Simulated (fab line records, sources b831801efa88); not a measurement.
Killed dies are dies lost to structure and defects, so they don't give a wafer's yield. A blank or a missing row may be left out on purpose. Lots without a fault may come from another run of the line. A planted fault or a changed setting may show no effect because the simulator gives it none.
A struck lot beside a sound one | flow sky130 | 15 steps out of a route of 708
Sound: wafers L158.3, L158.5, L158.6. Struck: wafers L167.3, L167.4, L167.6. The cause comes at the end.
At each step with rows: each side's tool, then ch and its chambers, then its first start. Under that, the readings that differ: sound wafers | struck wafers | difference of the means | sigmas: that difference in standard deviations of wafers without a fault.
alike: readings whose means differ by less than 2 such deviations, and words and numbers that are the same on both sides. not compared: withheld readings, readings that some wafer has no value for, bounds like >300 that may hide the same value, and numbers for which the record gives no deviation and whose values overlap.
The two part at a step that has a row with sigmas, a row that says differs or no value, or rows on one side only. Numbers that don't overlap but have no deviation are shown without sigmas and don't part them. A reading that every wafer of one side lacks parts them only if that side has two wafers or more.

SKY_LI_CONTACT_THK_MEAS_23: measures by xrf.
  sound on film_metro-02, day 30 10:22; struck on film_metro-02, day 33 00:58
  alike: LI_CONTACT_W_THK
SKY_LI_CONTACT_CMP_24: polishes, stops on PSG, t overpolish 20 s, target thk 0 nm.
  sound on cmp-02 ch 0,2,3, day 30 10:33; struck on cmp-02 ch 0,1,2, day 33 01:07
  alike: motor_current_A, overpolish_run_s, retaining_ring_pressure_frac, time_to_endpoint_s
SKY_LOCAL_INTERCONNECT_SPUTTER_00: material TiN, target thk 100 nm, time 83.3 s.
  sound on pvd_sputter-02, day 30 10:42; struck on pvd_sputter-01, day 33 01:19
  alike: throttle_valve_pct
SKY_LOCAL_INTERCONNECT_RS_MEAS_01: measures by four-point-probe.
  sound on film_metro-01, day 30 10:49; struck on film_metro-04, day 33 01:25
  alike: LOCAL_INTERCONNECT_TIN_RS
SKY_LOCAL_INTERCONNECT_THK_MEAS_02: measures by xrf.
  sound on film_metro-01, day 30 10:55; struck on film_metro-04, day 33 01:31
  alike: LOCAL_INTERCONNECT_TIN_THK
then, 7 steps without rows for these wafers: SKY_LOCAL_INTERCONNECT_DEHYDRATE_03 (time 60 s); SKY_LOCAL_INTERCONNECT_HMDS_04 (prime time 60 s); SKY_LOCAL_INTERCONNECT_COAT_05 (resist thk 60 nm); SKY_LOCAL_INTERCONNECT_COAT_06 (resist thk 450 nm); SKY_LOCAL_INTERCONNECT_SOFTBAKE_07 (time 90 s); SKY_LOCAL_INTERCONNECT_EXPOSE_08 (exposes mask LI1M, target cd 170 nm); SKY_LOCAL_INTERCONNECT_PEB_09.
SKY_LOCAL_INTERCONNECT_DEVELOP_10: develop time 60 s.
  sound on litho_track-04 ch 0, day 31 14:00; struck on litho_track-02 ch 0, day 34 04:00
  reading              | sound             | struck            | difference | sigmas
  developer_temp_C (C) | 21.01 20.86 20.97 | 23.04 23.24 23.30 | +2.25      | +23
SKY_LOCAL_INTERCONNECT_CD_MEAS_11: target cd 170 nm.
  sound on cd_sem-02, day 31 14:43; struck on cd_sem-01, day 34 04:19
  alike: cd_nm
-- the record jumps here: 15 days lie between the struck wafers' starts before and after (it left off in module LOCAL_INTERCONNECT and takes up again in module PAD_OPEN, whose first step shown is number 708 of the route) --
SKY_PAD_OPEN_PROBE_99:
  sound on prober-01, day 46 16:23; struck on prober-01, day 48 18:19
  alike: killed_at_M0_to_M3, killed_at_M4_up, killed_at_contacts, killed_at_front_end, killed_at_other, killed_dies, killed_open, killed_short

WHERE THEY PART
Only at SKY_LOCAL_INTERCONNECT_DEVELOP_10, within this record. Later steps at which nothing parts them and some readings are alike: SKY_LOCAL_INTERCONNECT_CD_MEAS_11, SKY_PAD_OPEN_PROBE_99.

WHY: what the simulator had put in
Process parameter drift: litho_track-02, from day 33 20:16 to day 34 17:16, at SKY_LOCAL_INTERCONNECT_DEVELOP_10. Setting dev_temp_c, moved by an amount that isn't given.
